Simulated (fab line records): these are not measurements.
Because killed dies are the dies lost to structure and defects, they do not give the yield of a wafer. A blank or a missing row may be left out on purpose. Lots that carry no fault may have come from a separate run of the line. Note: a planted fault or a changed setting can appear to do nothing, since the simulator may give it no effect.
Comparing a struck lot with a sound one | flow sky130 | 17 out of 708 route steps
Sound: these wafers, L303.2, L303.4, L303.5. The struck wafers were L313.1, L313.2, L313.5. Last of all comes the cause.
For every step that has rows: the tool of each side, followed by ch and its chambers, followed by its first start. Under that, the readings that differ: sound wafers | struck wafers | difference of the means | sigmas: that difference in standard deviations of wafers without a fault.
alike: readings whose means differ by less than 2 such deviations, and words and numbers that are the same on both sides. not compared: withheld readings, readings that some wafer has no value for, bounds like >300 that may hide the same value, and numbers for which the record gives no deviation and whose values overlap.
Wherever a step has rows on one side only, a row that says differs or no value, or a row with sigmas, the two part there. Numbers that have no deviation but don't overlap get no sigmas and don't part them. A reading missing from all wafers of one side parts the sides only when that side holds two or more wafers.

SKY_LDD_HVN_OVL_MEAS_07:
  sound on overlay-02, day 20 23:42; struck on overlay-01, day 25 02:26
  alike: LDD_HVN_OVL
next, for these wafers, 1 step has no rows: SKY_LDD_HVN_IMPLANT_08.
SKY_LDD_HVN_STRIP_09: strips in O2/N2.
  sound on plasma-asher-03 ch 1, day 20 23:53; struck on plasma-asher-02 ch 0,1, day 25 02:37
  alike: drypump-motor-current-A, oes-product-au, strip-time-to-endpoint-s
  not compared: rf-hours-counter-h
SKY_LDD_HVN_TW_MEAS_10:
  sound on film-metro-04, day 20 23:59; struck on film-metro-02, day 25 02:43
  reading    | sound          | struck         | difference | sigmas
  LDD_HVN_TW | 1442 1455 1452 | 1398 1408 1414 | -43        | -2
then, 7 steps without rows for these wafers: SKY_LDD_HVP_DEHYDRATE_00 (time 60 s); SKY_LDD_HVP_HMDS_01 (prime time 60 s); SKY_LDD_HVP_COAT_02 (resist thk 300 nm); SKY_LDD_HVP_SOFTBAKE_03 (time 60 s); SKY_LDD_HVP_EXPOSE_04 (exposes mask HVPTM, target cd 700 nm); SKY_LDD_HVP_PEB_05; SKY_LDD_HVP_DEVELOP_06 (develop time 60 s).
SKY_LDD_HVP_OVL_MEAS_07:
  sound on overlay-02, day 22 06:28; struck on overlay-02, day 26 07:36
  alike: LDD_HVP_OVL
SKY_LDD_HVP_IMPLANT_08:
  sound on implanter-04 ch 0, day 22 06:31; struck on implanter-04 ch 0, day 26 07:38
  reading                   | sound                | struck               | difference | sigmas
  beam-energy-keV           | 19.994 20.004 19.995 | 22.656 22.655 22.656 | +2.658     | +99 or more
  model.implant.rp-nm (nm)  | 62.73 62.73 62.73    | 71.71 71.71 71.71    | +8.98      |
  model.implant.drp-nm (nm) | 28.53 28.53 28.53    | 32.02 32.02 32.02    | +3.49      |
  alike: beam-on-s
SKY_LDD_HVP_STRIP_09: strips in O2/N2.
  sound on plasma-asher-01 ch 0,1, day 22 06:38; struck on plasma-asher-01 ch 0,1, day 26 07:47
  alike: drypump-motor-current-A, oes-product-au, strip-time-to-endpoint-s
  not compared: rf-hours-counter-h
SKY_LDD_HVP_TW_MEAS_10:
  sound on film-metro-03, day 22 06:45; struck on film-metro-03, day 26 07:53
  reading    | sound             | struck            | difference | sigmas
  LDD_HVP_TW | 460.4 460.6 458.3 | 467.4 469.4 468.6 | +8.7       | +4
then, 1 step without rows for these wafers: SKY_LDD_LDN_DEHYDRATE_00 (time 60 s).
-- a jump in the record: the struck wafers' starts before and after are 23 days apart (it breaks off in module LDD_LDN and resumes in module PAD_OPEN, where the first step shown is number 708 of the route) --
SKY_PAD_OPEN_PROBE_99:
  sound on prober-01, day 46 03:26; struck on prober-01, day 49 05:23
  reading                                   | sound                | struck               | difference | sigmas
  model.etest.tip_p_5v.rs-ohm-sq            | 2858 2855 2876       | 2731 2747 2748       | -121       |
  model.etest.pfet-g5v0d10v5.off-log10-a-um | -12.57 -12.64 -12.36 | -11.92 -11.63 -11.98 | +0.68      |
  alike: killed_at_M0_to_M3, killed_at_M4_up, killed-at-contacts, killed-at-front-end, killed-at-other, killed-dies, killed-open, killed-short

## WHERE THEY PART
First at SKY_LDD_HVN_TW_MEAS_10; last, within this record, at SKY_LDD_HVP_TW_MEAS_10. Later steps at which nothing parts them and some readings are alike: SKY_PAD_OPEN_PROBE_99.

WHY: what had been put in by the simulator
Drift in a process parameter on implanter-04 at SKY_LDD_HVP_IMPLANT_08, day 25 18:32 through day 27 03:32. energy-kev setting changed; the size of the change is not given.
